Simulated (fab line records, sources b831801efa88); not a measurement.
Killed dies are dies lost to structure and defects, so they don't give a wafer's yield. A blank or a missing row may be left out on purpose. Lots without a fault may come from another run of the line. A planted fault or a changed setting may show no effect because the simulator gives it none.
Chamber matching | flow sky130 | SKY_LI_CONTACT_CMP_24 on cmp-01: 4 sister chambers
The step polishes, stops on PSG, t overpolish 20 s, target thk 0 nm. 14 wafers are shown with their chamber, then 7 later ones without.

WAFERS WITH THEIR CHAMBER
wafer  | chamber | motor_current_A (A) | slurry_flow_ml_min | overpolish_run_s (s)
L533.3 | 1       | 9.9                 | 150.0              | 20.002
L533.4 | 3       | 12.8                | 149.5              | 19.992
L533.6 | 2       | 11.1                | 149.9              | 19.990
L535.2 | 3       | 12.5                | 149.6              | 20.000
L535.4 | 1       | 9.9                 | 149.3              | 20.000
L535.6 | 0       | 10.4                | 150.4              | 19.993
L539.4 | 2       | 10.6                | 149.7              | 20.007
L539.6 | 0       | 9.9                 | 149.6              | 20.003
L543.1 | 1       | 9.4                 | 150.1              | 19.991
L543.6 | 2       | 10.4                | 150.1              | 20.017
L546.1 | 1       | 9.2                 | 149.4              | 20.011
L546.3 | 0       | 10.1                | 150.3              | 19.988
L546.6 | 1       | 9.9                 | 150.5              | 20.006
L551.2 | 0       | 10.1                | 149.8              | 20.002

SIGNATURES (means of the wafers above)
reading            | chamber 0 | chamber 1 | chamber 2 | chamber 3 | scatter within a chamber
motor_current_A    | 10.125    | 9.660     | 10.700    | 12.650    | 0.297
slurry_flow_ml_min | 150.025   | 149.860   | 149.900   | 149.550   | 0.393
overpolish_run_s   | 19.99650  | 20.00200  | 20.00467  | 19.99600  | 0.00885
Rule: a wafer's distance from a chamber is the root of the sum, over the readings, of the square of ((its reading less the chamber's mean) divided by the reading's scatter). The wafer belongs to the nearest chamber; if the next one is less than 2 further off, it can't be placed. The scatter: the root of (the sum of the squares of (reading less its chamber's mean) over the shown wafers, divided by (wafers less chambers)).

WAFERS WITHOUT THEIR CHAMBER
wafer  | motor_current_A (A) | slurry_flow_ml_min | overpolish_run_s (s)
L551.4 | 10.7                | 149.7              | 20.025
L552.4 | 10.6                | 150.3              | 20.004
L552.5 | 12.9                | 149.6              | 20.005
L552.6 | 10.4                | 150.1              | 19.993
L553.2 | 11.8                | 150.2              | 20.008
L553.4 | 9.7                 | 149.5              | 20.007
L553.6 | 10.5                | 149.7              | 20.018

WHICH CHAMBER EACH WENT THROUGH
wafer  | from the rows above          | in truth
L551.4 | can't be placed: 2 or 0      | 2
L552.4 | can't be placed: 2 or 0      | 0
L552.5 | 3                            | 3
L552.6 | can't be placed: 0 or 2 or 1 | 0
L553.2 | can't be placed: 3 or 2      | 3
L553.4 | can't be placed: 1 or 0      | 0
L553.6 | can't be placed: 2 or 0 or 1 | 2
Placed correctly: 1 of 7. Can't be placed from these rows: 6 (the true chamber is among the candidates in 6). Placed wrongly: 0.
